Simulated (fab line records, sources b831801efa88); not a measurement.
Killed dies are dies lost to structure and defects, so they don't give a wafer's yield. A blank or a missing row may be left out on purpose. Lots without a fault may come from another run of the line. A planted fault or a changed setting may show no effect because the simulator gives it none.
Which tool did it? | flow sky130 | 7 lots, 21 wafers sampled, at 2 steps of a route of 708

WHAT THE GAUGES READ, wafer by wafer
SKY_GATE_OXIDE_OVL_MEAS_10.
lot  | measured     | on         | GATE_OXIDE_OVL (nm)
L950 | day 14 06:36 | overlay-02 | -2.5 -0.4 -0.5
L953 | day 15 20:25 | overlay-01 | -1.6 -2.8 -3.2
L955 | day 17 01:19 | overlay-01 | -3.4 -3.5 -1.8
L959 | day 18 00:39 | overlay-02 | -2.4 -0.8 -1.2
L962 | day 18 14:40 | overlay-02 | -2.2 -2.3 -0.6
L968 | day 20 18:45 | overlay-01 | -3.4 -1.2 -1.3
L971 | day 21 10:19 | overlay-01 | 122.2 122.6 121.8

WHICH TOOL RAN EACH LOT (tool, then ch and the chambers of the sampled wafers, then the start)
lot  | SKY_GATE_OXIDE_EXPOSE_07
L950 | iline_stepper-02 ch 0, day 13 17:29
L953 | iline_stepper-01 ch 0, day 15 07:40
L955 | iline_stepper-01 ch 0, day 16 11:56
L959 | iline_stepper-01 ch 0, day 17 10:59
L962 | iline_stepper-02 ch 0, day 18 00:01
L968 | iline_stepper-02 ch 0, day 20 03:14
L971 | iline_stepper-01 ch 0, day 20 19:58
- SKY_GATE_OXIDE_EXPOSE_07: exposes mask LVOM, target cd 600 nm.

THE ANSWER, worked out from the rows above alone
Rule: what is usual is taken from the lots themselves. Put in order of their means at a reading, lots are off if they are a third of the lots or fewer, leave a main group of 4 or more, and stand apart from it by a gap of 3 or more times the standard deviation of the main group's means; of several such gaps the widest counts. A main group whose means are all the same, to the digits that the tables above print for the reading, isn't used. A lot without any number at a reading at which 4 lots or more have one is off too. The other lots that the step has rows for count as sound.
Off: L971, at SKY_GATE_OXIDE_OVL_MEAS_10 (GATE_OXIDE_OVL). The main group: mean -1.9 nm, standard deviation 0.61.
A tool fits if, at a process step before that reading, it ran every lot that is off, and no sound lot after the first of them. The gauges at SKY_GATE_OXIDE_OVL_MEAS_10 are tried like those tools. Can't be told from this: 2 tools fit, iline_stepper-01 at SKY_GATE_OXIDE_EXPOSE_07, overlay-01 at SKY_GATE_OXIDE_OVL_MEAS_10.

WHAT THE SIMULATOR HAD PUT IN
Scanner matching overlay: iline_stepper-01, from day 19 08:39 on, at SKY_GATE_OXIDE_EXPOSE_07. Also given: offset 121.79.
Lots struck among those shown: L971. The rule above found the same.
